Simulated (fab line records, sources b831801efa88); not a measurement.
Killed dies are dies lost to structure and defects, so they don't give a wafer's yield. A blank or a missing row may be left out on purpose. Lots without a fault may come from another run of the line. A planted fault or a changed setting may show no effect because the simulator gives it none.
One fault seen from 2 desks | flow gf180mcu | each desk has only its own numbers; what lay behind them comes last

THE TOOL OWNER'S DESK: litho_track-02
The tool's own readings at GF_M3_SOFTBAKE_10 (time 60 s): means of the sampled wafers that have a number, for each lot that ran on this tool. A lot is out of limits, marked OUT, if its mean lies more than 4 standard deviations from the usual mean; the brackets give that distance.
Columns: A = run_length_s at GF_M3_SOFTBAKE_10, usual 88.93 s
lot  | first seen here | A
L455 | day 21 18:06    | 88.96
L456 | day 22 09:55    | 89.04
L458 | day 22 23:45    | 89.08
L464 | day 25 12:20    | 89.04
L471 | day 27 08:07    | 91.31 (+22) OUT
L472 | day 27 12:49    | 91.40 (+22) OUT
This desk's finding: out of limits on L471, L472; first on L471, day 27 08:07 (run_length_s at GF_M3_SOFTBAKE_10). In limits: L455, L456, L458, L464.

THE METROLOGY DESK
What the gauges read, lot by lot, whatever tool the lot ran on: means of the sampled wafers that have a number. A lot is out of limits, marked OUT, if its mean lies more than 4 standard deviations from the usual mean; the brackets give that distance.
Columns: A = V2_OVL at GF_V2_OVL_MEAS_15, usual 1 nm
lot  | first seen here | A
L452 | day 20 06:15    | 4
L454 | day 21 01:01    | 0
L455 | day 21 04:33    | 7
L456 | day 21 20:49    | -4
L457 | day 22 03:21    | 3
L458 | day 22 09:58    | 3
L460 | day 23 09:01    | 1
L462 | day 24 03:25    | -0
L464 | day 25 00:37    | -1
L466 | day 25 05:26    | -3
L467 | day 25 14:05    | 1
L471 | day 26 21:08    | -2
L472 | day 27 01:17    | -1
L475 | day 28 00:32    | 1
This desk's finding: nothing out of limits on any of the 14 lots.

PUT TOGETHER
The tool owner's desk could have raised an alarm at day 27 08:07, on L471, L472.
The metrology desk saw nothing out of limits.
The metrology desk has L471, L472 on record, within its limits.
Of the lots named, all ran GF_M3_SOFTBAKE_10 on litho_track-02.

WHAT THE SIMULATOR HAD PUT IN
Process parameter drift: litho_track-02, from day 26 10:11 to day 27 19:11, at GF_M3_SOFTBAKE_10. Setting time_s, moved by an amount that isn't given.
Lots struck among those shown: L471, L472.
Hours from the fault's start to each desk's first reading out of limits: the tool owner's desk, 22.
